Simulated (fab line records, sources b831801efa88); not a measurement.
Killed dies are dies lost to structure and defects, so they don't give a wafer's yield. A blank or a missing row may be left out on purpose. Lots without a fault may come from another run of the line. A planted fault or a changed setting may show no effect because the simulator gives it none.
Which tool did it? | flow gf180mcu | 14 lots, 42 wafers sampled, at 4 steps of a route of 602

WHAT THE GAUGES READ, wafer by wafer
The record holds no reading of a measuring or inspecting step that can be judged against a usual standard deviation.

WHICH TOOL RAN EACH LOT (tool, then ch and the chambers of the sampled wafers, then the start)
lot  | GF_M3_METAL_ETCH_16               | GF_V3_STRIP_18                       | GF_V3_SPUTTER_22             | GF_M4_SPUTTER_00
L885 | rie_metal-04 ch 0,1, day 21 05:14 | plasma_asher-01 ch 0,1, day 22 06:30 | pvd_sputter-03, day 22 07:05 | pvd_sputter-02, day 22 07:43
L886 | rie_metal-02 ch 1, day 21 13:34   | plasma_asher-03 ch 0,1, day 22 14:28 | pvd_sputter-02, day 22 15:04 | pvd_sputter-01, day 22 15:42
L892 | rie_metal-04 ch 0,1, day 24 01:35 | plasma_asher-02 ch 0,1, day 25 00:52 | pvd_sputter-01, day 25 01:28 | pvd_sputter-04, day 25 02:05
L893 | rie_metal-02 ch 0, day 24 15:34   | plasma_asher-02 ch 0,1, day 25 14:58 | pvd_sputter-03, day 25 15:34 | -
L896 | rie_metal-03 ch 0,1, day 25 19:35 | plasma_asher-01 ch 0,1, day 26 17:37 | pvd_sputter-01, day 26 18:13 | -
L897 | rie_metal-03 ch 0,1, day 25 20:34 | plasma_asher-02 ch 0,1, day 26 19:24 | pvd_sputter-01, day 26 19:58 | pvd_sputter-04, day 26 20:35
L898 | rie_metal-02 ch 0,1, day 26 04:44 | plasma_asher-02 ch 0,1, day 27 03:52 | pvd_sputter-01, day 27 04:28 | pvd_sputter-04, day 27 05:05
L899 | rie_metal-03 ch 0,1, day 26 12:47 | plasma_asher-03 ch 0,1, day 27 11:05 | pvd_sputter-01, day 27 11:46 | pvd_sputter-02, day 27 12:24
L900 | rie_metal-03 ch 0,1, day 26 22:20 | plasma_asher-02 ch 0,1, day 27 20:10 | pvd_sputter-03, day 27 21:07 | pvd_sputter-04, day 27 21:44
L901 | rie_metal-03 ch 0,1, day 27 03:53 | plasma_asher-01 ch 0,1, day 28 00:55 | pvd_sputter-03, day 28 01:41 | pvd_sputter-01, day 28 02:19
L902 | rie_metal-04 ch 0,1, day 27 04:26 | plasma_asher-03 ch 0,1, day 28 01:54 | pvd_sputter-02, day 28 02:36 | pvd_sputter-04, day 28 03:14
L903 | rie_metal-04 ch 1, day 27 13:14   | plasma_asher-02 ch 0,1, day 28 10:34 | pvd_sputter-03, day 28 11:12 | pvd_sputter-01, day 28 11:50
L904 | rie_metal-03 ch 0,1, day 27 15:56 | plasma_asher-01 ch 0,1, day 28 13:08 | pvd_sputter-02, day 28 13:46 | pvd_sputter-01, day 28 14:24
L908 | rie_metal-03 ch 0,1, day 28 20:26 | plasma_asher-03 ch 0,1, day 29 15:55 | pvd_sputter-02, day 29 16:31 | pvd_sputter-01, day 29 17:08
- GF_M3_METAL_ETCH_16: etches the open film in Cl2/BCl3, stops on SiO2, target depth 627.5 nm, time 104.6 s.
- GF_V3_STRIP_18: strips in O2/N2.
- GF_V3_SPUTTER_22: material TiN, target thk 10 nm, time 40 s.
- GF_M4_SPUTTER_00: material Ti, target thk 37.5 nm, time 150 s.

WHAT THE TOOLS THEMSELVES READ (means of the sampled wafers that have a number; where no wafer has one, the mark that the record gives instead)
GF_M3_METAL_ETCH_16. Usual: drypump_motor_current_A 5.7 A, standard deviation 0.49; oes_product_au 0.973 a.u., standard deviation 0.0066; rf_fwd_power_W 794.7 W, standard deviation 2.6; throttle_valve_pct 28.249 %, standard deviation 0.01.
lot  | tool         | drypump_motor_current_A (A) | oes_product_au (a.u.) | rf_fwd_power_W (W) | throttle_valve_pct (%) | flag
L885 | rie_metal-04 | 6.0                         | 0.965                 | 794.8              | 28.260                 |
L886 | rie_metal-02 | 5.7                         | 0.976                 | 790.4              | 28.239                 |
L892 | rie_metal-04 | 5.9                         | 0.969                 | 794.7              | 28.253                 |
L893 | rie_metal-02 | 6.5                         | 0.965                 | 794.0              | 28.256                 |
L896 | rie_metal-03 | 5.3                         | 0.971                 | 795.3              | 28.251                 |
L897 | rie_metal-03 | 5.3                         | 0.978                 | 796.5              | 28.246                 |
L898 | rie_metal-02 | 5.9                         | 0.972                 | 793.3              | 28.249                 |
L899 | rie_metal-03 | 5.3                         | 0.977                 | 796.5              | 28.235                 |
L900 | rie_metal-03 | 5.5                         | 0.981                 | 795.5              | 28.237                 |
L901 | rie_metal-03 | 5.2                         | 0.977                 | 796.1              | 28.240                 |
L902 | rie_metal-04 | 5.7                         | 0.973                 | 792.1              | 28.254                 |
L903 | rie_metal-04 | 6.3                         | 0.975                 | 794.6              | 28.244                 |
L904 | rie_metal-03 | 5.3                         | 0.971                 | 796.4              | 28.251                 |
L908 | rie_metal-03 | 5.3                         | 0.970                 | 793.7              | 28.245                 |

GF_V3_STRIP_18. Usual: drypump_motor_current_A 5.66 A, standard deviation 0.18; heater_power_w 363 W, standard deviation 36; oes_product_au 0.592 a.u., standard deviation 0.0048.
lot  | tool            | drypump_motor_current_A (A) | heater_power_w (W) | oes_product_au (a.u.) | flag
L885 | plasma_asher-01 | 5.71                        | 327                | 0.591                 |
L886 | plasma_asher-03 | 5.64                        | 360                | 0.585                 |
L892 | plasma_asher-02 | 5.53                        | 412                | 0.598                 |
L893 | plasma_asher-02 | 5.51                        | 418                | 0.595                 |
L896 | plasma_asher-01 | 5.70                        | 327                | 0.593                 |
L897 | plasma_asher-02 | 5.51                        | 402                | 0.587                 |
L898 | plasma_asher-02 | 5.56                        | 412                | 0.588                 |
L899 | plasma_asher-03 | 5.75                        | 345                | 0.587                 |
L900 | plasma_asher-02 | 5.55                        | 409                | 0.587                 |
L901 | plasma_asher-01 | 5.81                        | 345                | 0.588                 |
L902 | plasma_asher-03 | 5.64                        | 353                | 0.589                 |
L903 | plasma_asher-02 | 5.49                        | 401                | 0.593                 |
L904 | plasma_asher-01 | 5.80                        | 345                | 0.595                 |
L908 | plasma_asher-03 | 5.63                        | 354                | 0.591                 |

GF_V3_SPUTTER_22. Usual: cathode_dc_power_W 4000.0 W, standard deviation 0.68; chamber_pressure_pa 5.000 Pa, standard deviation 0.01; throttle_valve_pct 30.3 %, standard deviation 0.97.
lot  | tool           | cathode_dc_power_W (W) | chamber_pressure_pa (Pa) | throttle_valve_pct (%) | flag
L885 | pvd_sputter-03 | 3999.8                 | 4.991                    | 30.2                   |
L886 | pvd_sputter-02 | 3999.0                 | 5.002                    | 30.7                   |
L892 | pvd_sputter-01 | 4000.7                 | 5.001                    | 31.4                   |
L893 | pvd_sputter-03 | -                      | -                        | -                      | OFF
L896 | pvd_sputter-01 | -                      | -                        | -                      | OFF
L897 | pvd_sputter-01 | 3999.9                 | 4.997                    | 30.8                   |
L898 | pvd_sputter-01 | 4000.2                 | 4.997                    | 30.7                   |
L899 | pvd_sputter-01 | 4000.2                 | 5.002                    | 30.6                   |
L900 | pvd_sputter-03 | 4000.0                 | 5.005                    | 29.9                   |
L901 | pvd_sputter-03 | 3999.7                 | 4.990                    | 29.6                   |
L902 | pvd_sputter-02 | 3999.7                 | 4.994                    | 31.4                   |
L903 | pvd_sputter-03 | 4000.0                 | 5.001                    | 29.5                   |
L904 | pvd_sputter-02 | 4000.0                 | 5.001                    | 30.4                   |
L908 | pvd_sputter-02 | 4000.2                 | 5.009                    | 31.5                   |

GF_M4_SPUTTER_00. Usual: cathode_dc_power_W 4000.0 W, standard deviation 0.78; chamber_pressure_pa 2.000 Pa, standard deviation 0.0044; throttle_valve_pct 30.3 %, standard deviation 1.
lot  | tool           | cathode_dc_power_W (W) | chamber_pressure_pa (Pa) | throttle_valve_pct (%) | flag
L885 | pvd_sputter-02 | 4000.2                 | 1.998                    | 31.3                   |
L886 | pvd_sputter-01 | 4000.1                 | 1.998                    | 30.0                   |
L892 | pvd_sputter-04 | 3999.4                 | 2.001                    | 29.9                   |
L897 | pvd_sputter-04 | 3999.7                 | 1.994                    | 30.4                   |
L898 | pvd_sputter-04 | 3999.7                 | 1.998                    | 29.6                   |
L899 | pvd_sputter-02 | 4000.2                 | 1.998                    | 30.5                   |
L900 | pvd_sputter-04 | 3999.3                 | 2.000                    | 29.6                   |
L901 | pvd_sputter-01 | 4000.4                 | 2.001                    | 30.5                   |
L902 | pvd_sputter-04 | 4000.0                 | 2.005                    | 29.9                   |
L903 | pvd_sputter-01 | 4000.5                 | 2.003                    | 30.0                   |
L904 | pvd_sputter-01 | 3999.5                 | 2.000                    | 30.0                   |
L908 | pvd_sputter-01 | 4000.5                 | 1.998                    | 30.0                   |

THE ANSWER, worked out from the rows above alone
Rule: a lot is off if the mean of its wafers that have a number lies more than 3 standard deviations from the usual mean. A lot without any number at a reading at which 4 lots or more have one is off too. The other lots that the step has rows for count as sound. The gauges are gone through in route order, then the tools' own readings, and for those a lot's mean is taken as printed above. The first step at which some lot is off is used, and at that step the reading that is off furthest; a lot without a number counts as furthest.
Off: L893, L896, at GF_V3_SPUTTER_22 (cathode_dc_power_W). Without a number there: L893, L896.
A tool fits if, at that step or a process step before it, it ran every lot that is off, and no sound lot after the first of them. None of those tried fits.

WHAT THE SIMULATOR HAD PUT IN
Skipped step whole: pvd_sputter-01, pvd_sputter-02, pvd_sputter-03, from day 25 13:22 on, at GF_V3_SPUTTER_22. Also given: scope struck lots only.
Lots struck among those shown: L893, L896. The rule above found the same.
